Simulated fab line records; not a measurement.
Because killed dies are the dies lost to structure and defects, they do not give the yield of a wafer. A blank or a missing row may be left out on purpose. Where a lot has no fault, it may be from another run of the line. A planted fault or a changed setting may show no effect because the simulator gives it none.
One fault through the eyes of 2 desks    flow gf180mcu    each desk has only its own numbers; what lay behind them comes last

## THE METROLOGY DESK
What the gauges read for every lot (on any tool): the sampled wafers with a number, averaged. Marked OUT: a lot whose mean sits more than 4 standard deviations from the usual mean, which makes it out of limits; the brackets give that distance.
Columns: A = DNWELL_TW at GF_DNWELL_TW_MEAS_09, usual 1366; B = LVPWELL_OVL at GF_LVPWELL_OVL_MEAS_07, usual 0.7 nm; C = cd_nm at GF_HV_LDD_CD_MEAS_19, usual 399.6 nm
lot   first seen here  A     B     C
L665  day 2 19:38      1340  0.2   398.6
L666  day 3 02:32      1335  2.6   398.9
L667  day 3 09:37      1376  1.9   398.5
L668  day 3 11:31      1380  -0.2  398.9
L669  day 3 17:11      1381  -0.9  400.4
L671  day 4 02:10      1377  -0.4  400.1
L674  day 4 18:16      1368  1.4   399.1
L677  day 5 09:40      1385  0.1   397.8
L678  day 5 16:15      1386  -0.1  401.1
L681  day 6 08:20      1350  1.8   401.2
L683  day 6 18:11      1379  0.6   398.9
L687  day 7 15:12      1347  2.6   398.5
L688  day 7 21:10      1378  1.4   397.3
Result from this desk: across the 13 lots, nothing is out of limits.

## FOR THE TOOL OWNER'S DESK: litho_track-03
The tool's own readings at GF_VT_IMPLANT_COAT_35 (resist thk 1000 nm): means of the sampled wafers that have a number, for each lot that ran on this tool. Marked OUT: a lot whose mean sits more than 4 standard deviations from the usual mean, which makes it out of limits; the brackets give that distance.
Columns: A = chill_plate_temp_C at GF_VT_IMPLANT_COAT_35, usual 23.01 C; B = exhaust_pa at GF_VT_IMPLANT_COAT_35, usual 44.9 Pa
lot   first seen here  A      B
L671  day 8 20:04      23.00  44.8
L674  day 9 14:34      23.05  44.8
L677  day 10 10:49     23.10  46.3
Result from this desk: across the 3 lots, nothing is out of limits.

## ALL TOGETHER
The metrology desk saw nothing out of limits.
Nothing out of limits was seen by the tool owner's desk.

## WHAT THE SIMULATOR HAD PUT IN
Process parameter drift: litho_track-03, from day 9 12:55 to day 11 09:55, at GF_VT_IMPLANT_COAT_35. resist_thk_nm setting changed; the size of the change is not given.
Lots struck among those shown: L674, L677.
